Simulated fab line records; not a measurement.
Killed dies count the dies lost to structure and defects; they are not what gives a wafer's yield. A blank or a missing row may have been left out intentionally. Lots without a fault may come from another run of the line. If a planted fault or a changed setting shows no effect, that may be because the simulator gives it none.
Matching of chambers -- flow gf180mcu -- GF_POLY_GATE_ETCH_13 on rie-si-02 has 4 sister chambers
The step etches poly-Si in HBr/Cl2, stops on SiO2, target depth 198.5 nm, time 69.6 s. 14 wafers are shown with their chamber, then 7 later ones without.

== WAFERS, EACH WITH ITS CHAMBER ==
wafer,chamber,drypump-motor-current-A (A),rf-fwd-power-W (W),oes-product-au (a.u.)
L955.1,3,5.3,399.9,0.986
L955.3,1,6.3,396.0,0.987
L955.6,1,6.4,395.4,0.999
L957.2,0,6.3,395.1,0.996
L957.4,1,6.3,397.2,0.993
L957.6,0,6.3,394.7,0.993
L958.2,0,6.3,392.5,0.983
L958.4,2,6.5,398.9,0.984
L958.6,3,5.3,396.5,0.987
L959.2,0,6.3,395.6,1.003
L959.5,1,6.3,395.4,0.990
L959.6,2,6.4,397.3,0.983
L960.3,1,6.3,396.2,0.986
L960.4,2,6.5,396.6,0.985

SIGNATURES, as means of the wafers listed above
reading,chamber 0,chamber 1,chamber 2,chamber 3,scatter within a chamber
drypump-motor-current-A,6.300,6.320,6.467,5.300,0.0383
rf-fwd-power-W,394.475,396.040,397.600,398.200,1.28
oes-product-au,0.99375,0.99100,0.98400,0.98650,0.00565
Rule: distance of a wafer from a chamber = root of the sum over the readings of ((wafer's reading minus chamber's mean) / reading's scatter) squared. The wafer belongs to the nearest chamber; if the next one is less than 2 further off, it can't be placed. The scatter: the root of (the sum of the squares of (reading less its chamber's mean) over the shown wafers, divided by (wafers less chambers)).

== WAFERS MISSING THEIR CHAMBER ==
wafer,drypump-motor-current-A (A),rf-fwd-power-W (W),oes-product-au (a.u.)
L960.6,6.4,394.7,0.984
L961.1,6.4,396.0,0.992
L961.5,6.3,394.7,0.995
L961.6,6.4,398.1,0.988
L973.2,5.3,397.9,0.996
L973.5,6.3,393.0,0.978
L973.6,6.4,395.4,0.985

== WHICH CHAMBER EACH ONE RAN IN ==
wafer,from the rows above,in truth
L960.6,can't be placed: 1 or 2 or 0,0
L961.1,can't be placed: 1 or 2 or 0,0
L961.5,can't be placed: 0 or 1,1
L961.6,can't be placed: 2 or 1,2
L973.2,3,3
L973.5,can't be placed: 0 or 1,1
L973.6,can't be placed: 1 or 2 or 0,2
1 of 7 placed correctly. Cannot be placed on the basis of these rows: 6; the candidates contain the true chamber in 6. 0 placed wrongly.
